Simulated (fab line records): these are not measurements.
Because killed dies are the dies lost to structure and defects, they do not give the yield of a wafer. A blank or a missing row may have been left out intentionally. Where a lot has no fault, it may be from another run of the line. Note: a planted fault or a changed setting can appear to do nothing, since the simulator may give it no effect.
Matching of chambers + flow sky130 + pecvd-02 running SKY_PASSIVATION_CVD_02: 3 sister chambers
The step deposits Si3N4, target thk 540 nm. 3 wafers are shown with their chamber, then 8 later ones without.

## WAFERS PAIRED WITH THEIR CHAMBERS
| wafer  | chamber | heater_power_w (W) |
|--------|---------|--------------------|
| L080.3 | 2       | 641                |
| L082.2 | 0       | 577                |
| L085.3 | 1       | 706                |

## WAFERS WHOSE CHAMBER IS MISSING
| wafer  | heater_power_w (W) |
|--------|--------------------|
| L085.4 | 554                |
| L085.6 | 730                |
| L090.1 | 714                |
| L090.5 | 582                |
| L090.6 | 678                |
| L092.1 | 619                |
| L092.3 | 759                |
| L092.4 | 568                |

## WHICH CHAMBER EACH WENT THROUGH
| wafer  | from the rows above     | in truth                   |
|--------|-------------------------|----------------------------|
| L085.4 | 0                       | 0                          |
| L085.6 | 1                       | 1                          |
| L090.1 | 1                       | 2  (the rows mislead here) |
| L090.5 | 0                       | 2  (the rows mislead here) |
| L090.6 | can't be placed: 1 or 2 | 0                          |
| L092.1 | can't be placed: 2 or 0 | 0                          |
| L092.3 | 1                       | 1                          |
| L092.4 | 0                       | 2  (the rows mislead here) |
3 of 8 placed correctly. From these rows, 2 cannot be placed; in 1 the true chamber is one of the candidates. 3 placed wrongly.
How it was worked out, from the rows above alone: a wafer's distance from a chamber is the root of the sum, over the readings, of the square of ((its reading less the chamber's mean) divided by the reading's scatter). The wafer belongs to the nearest chamber; if the next one is less than 2 further off, it can't be placed. Each chamber's mean is taken over the wafers shown for it. The scatter: with one shown wafer a chamber, the root of the mean of the squares of how far each hidden wafer lies from its nearest shown one.
